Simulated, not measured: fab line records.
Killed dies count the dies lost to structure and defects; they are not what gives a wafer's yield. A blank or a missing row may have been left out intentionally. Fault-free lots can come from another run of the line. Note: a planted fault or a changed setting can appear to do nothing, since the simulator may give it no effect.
A struck lot beside a sound one :: flow sky130 :: 17 out of 708 route steps
Sound: these wafers, L373.1, L373.2, L373.4. Struck: wafers L384.4, L384.6. (L384.1 of the same lot was not struck and is left out.) The cause comes at the end.
Per side, at each step with rows, come the tool, then ch with its chambers, and then its first start. Under that, the readings that differ: sound wafers :: struck wafers :: difference of the means :: sigmas: that difference in standard deviations of wafers without a fault.
alike: words and numbers the same on both sides, and readings whose means are apart by under 2 such deviations; not compared: readings that were withheld, readings missing a value for some wafer, numbers with overlapping values and no deviation given by the record, and bounds like >300 which may hide the same value.
The two part at a step that has a row with sigmas, a row that says differs or no value, or rows on one side only. Non-overlapping numbers with no deviation appear without sigmas and do not part them. A reading that every wafer of one side lacks parts them only if that side has two wafers or more.

first, 3 steps without rows for these wafers: SKY_VIA1_EXPOSE_09 (exposes mask VIM, target cd 150 nm); SKY_VIA1_PEB_10; SKY_VIA1_DEVELOP_11 (develop time 60 s).
SKY_VIA1_CD_MEAS_12: the cd target is 150 nm.
  sound on cd-sem-02 at day 34 17:58; struck on cd-sem-01 at day 38 00:28
  alike: cd-nm
SKY_VIA1_OVL_MEAS_13:
  sound on overlay-01 at day 34 18:05; struck on overlay-02 at day 38 00:35
  alike: VIA1_OVL
SKY_VIA1_ETCH_14: etches BARC in N2/H2, stops on SiO2, time 45.9 s, target depth 60 nm.
  sound on rie-diel-01 ch 0,1,2, day 34 18:07; struck on rie-diel-02 ch 2,3, day 38 00:38
  alike: drypump-motor-current-A, oes-product-au, throttle-valve-pct
  not compared: rf-hours-counter-h
SKY_VIA1_ETCH_15: etches SiO2 in C4F8/O2/Ar, stops on TiN, target depth 351 nm, time 54 s.
  sound on rie-diel-01 ch 0,1,2, day 34 18:10; struck on rie-diel-02 ch 2,3, day 38 00:40
  alike: oes-product-au
  not compared: rf-hours-counter-h
SKY_VIA1_STRIP_16: strips in O2/N2.
  sound on plasma-asher-01 ch 0,1, day 34 18:13; struck on plasma-asher-04 ch 1, day 38 00:43
  alike: drypump-motor-current-A, o2-flow-sccm, oes-product-au, strip-time-to-endpoint-s
  not compared: rf-hours-counter-h
then, 3 steps without rows for these wafers: SKY_VIA1_STRIP_17 (strips in post etch residue remover, time 1200 s); SKY_VIA1_CLEAN_18 (cleans in IPA, time 180 s); SKY_VIA1_CLEAN_19 (cleans in O3/DIW).
SKY_VIA1_SPUTTER_20: material TiN, target thk 20 nm, time 80 s.
  sound on pvd-sputter-01 at day 34 18:48; struck on pvd-sputter-01 at day 38 01:19
  alike: cathode-dc-power-W, chamber-pressure-pa, throttle-valve-pct
SKY_VIA1_CVD_21: deposits W, target thk 270 nm, time 80.902 s.
  sound on cvd-w-02 ch 0,1, day 34 18:52; struck on cvd-w-01 ch 0,1, day 38 01:22
reading: model.W_of_VIA1_CVD_21.thk-nm (nm)
sound: 269 268 268.7
struck: 246.4 245.2
difference: -22.8
sigmas: 
  alike: heater-power-outer-w, heater-power-w
  not compared: since-wet-clean-h
SKY_VIA1_RS_MEAS_22: measures by four-point-probe.
  sound on film-metro-04 at day 34 18:57; struck on film-metro-04 at day 38 01:28
reading: VIA1_W_RS (ohm/sq)
sound: 0.428 0.429 0.429
struck: 0.470 0.470
difference: +0.041
sigmas: +7
SKY_VIA1_THK_MEAS_23: measures by xrf.
  sound on film-metro-04 at day 34 19:04; struck on film-metro-04 at day 38 01:35
reading: VIA1_W_THK (nm)
sound: 276 275 275
struck: 251 248
difference: -26
sigmas: -6
SKY_VIA1_CMP_24: polishes, stops on SiO2, t overpolish 15 s, target thk 0 nm.
  sound on cmp-02 ch 0,1,3, day 34 19:08; struck on cmp-01 ch 1,2, day 38 01:38
  alike: motor-current-A
-- the record jumps here: 11 days lie between the struck wafers' starts before and after (it left off in module VIA1 and takes up again in module PAD_OPEN, whose first step shown is number 708 of the route) --
SKY_PAD_OPEN_PROBE_99:
  sound on prober-01 at day 46 10:43; struck on prober-02 at day 48 23:02
  alike: defect-limited-yield, killed_at_M0_to_M3, killed_at_M4_up, killed-at-contacts, killed-at-front-end, killed-at-other, killed-dies, killed-on-rim, killed-open, killed-short, sort_bin_3_pad_short, sort_bin_5_function, sort_bin_6_memory, sort-n-pass, sort-yield-pct

WHERE THEY PART
Earliest at SKY_VIA1_RS_MEAS_22; latest, in this record, at SKY_VIA1_THK_MEAS_23. Later steps at which nothing parts them and some readings are alike: SKY_VIA1_CMP_24, SKY_PAD_OPEN_PROBE_99.

WHY: the cause the simulator had injected
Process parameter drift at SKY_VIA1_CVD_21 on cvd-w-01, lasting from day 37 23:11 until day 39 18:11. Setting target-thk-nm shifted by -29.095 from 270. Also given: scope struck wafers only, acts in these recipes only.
